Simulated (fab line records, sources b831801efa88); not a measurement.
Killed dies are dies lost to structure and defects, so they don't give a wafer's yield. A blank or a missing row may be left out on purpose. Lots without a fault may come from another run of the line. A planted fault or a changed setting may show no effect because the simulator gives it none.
Which tool did it? | flow gf180mcu | 6 lots, 18 wafers sampled, at 3 steps of a route of 602

WHAT THE GAUGES READ, wafer by wafer
GF_HV_LDD_THK_MEAS_57.
lot  | measured     | on            | HV_LDD_CVD_56_THK (nm)
L473 | day 12 19:18 | film_metro-02 | 90.9 91.0 91.5
L484 | day 16 12:42 | film_metro-04 | 91.4 91.2 90.9
L488 | day 17 18:28 | film_metro-04 | 89.7 90.3 89.7
L490 | day 18 09:50 | film_metro-04 | 90.6 91.2 90.6
L493 | day 19 15:42 | film_metro-02 | 90.6 90.4 90.3
L495 | day 20 12:14 | film_metro-02 | 89.3 89.2 89.0

WHICH TOOL RAN EACH LOT (tool, then ch and the chambers of the sampled wafers, then the start)
lot  | GF_HV_LDD_STRIP_49                   | GF_HV_LDD_CVD_56
L473 | plasma_asher-03 ch 0,1, day 12 16:23 | lpcvd-02 ch 0, day 12 17:52
L484 | plasma_asher-04 ch 0,1, day 16 09:44 | lpcvd-01 ch 0, day 16 11:16
L488 | plasma_asher-04 ch 0,1, day 17 15:34 | lpcvd-02 ch 1, day 17 17:01
L490 | plasma_asher-02 ch 0,1, day 18 06:55 | lpcvd-02 ch 0, day 18 08:25
L493 | plasma_asher-03 ch 0,1, day 19 12:17 | lpcvd-01 ch 0, day 19 14:17
L495 | plasma_asher-02 ch 0,1, day 20 08:49 | lpcvd-02 ch 1, day 20 10:49
- GF_HV_LDD_STRIP_49: strips in O2/N2.
- GF_HV_LDD_CVD_56: deposits Si3N4 from DCS/NH3, target thk 90 nm, time 1543 s.

THE ANSWER, worked out from the rows above alone
Rule: what is usual is taken from the lots themselves. Put in order of their means at a reading, lots are off if they are a third of the lots or fewer, leave a main group of 4 or more, and stand apart from it by a gap of 3 or more times the standard deviation of the main group's means; of several such gaps the widest counts. A main group whose means are all the same, to the digits that the tables above print for the reading, isn't used. A lot without any number at a reading at which 4 lots or more have one is off too. The other lots that the step has rows for count as sound.
No lot is off at any reading shown: from this, nothing can be told.

WHAT THE SIMULATOR HAD PUT IN
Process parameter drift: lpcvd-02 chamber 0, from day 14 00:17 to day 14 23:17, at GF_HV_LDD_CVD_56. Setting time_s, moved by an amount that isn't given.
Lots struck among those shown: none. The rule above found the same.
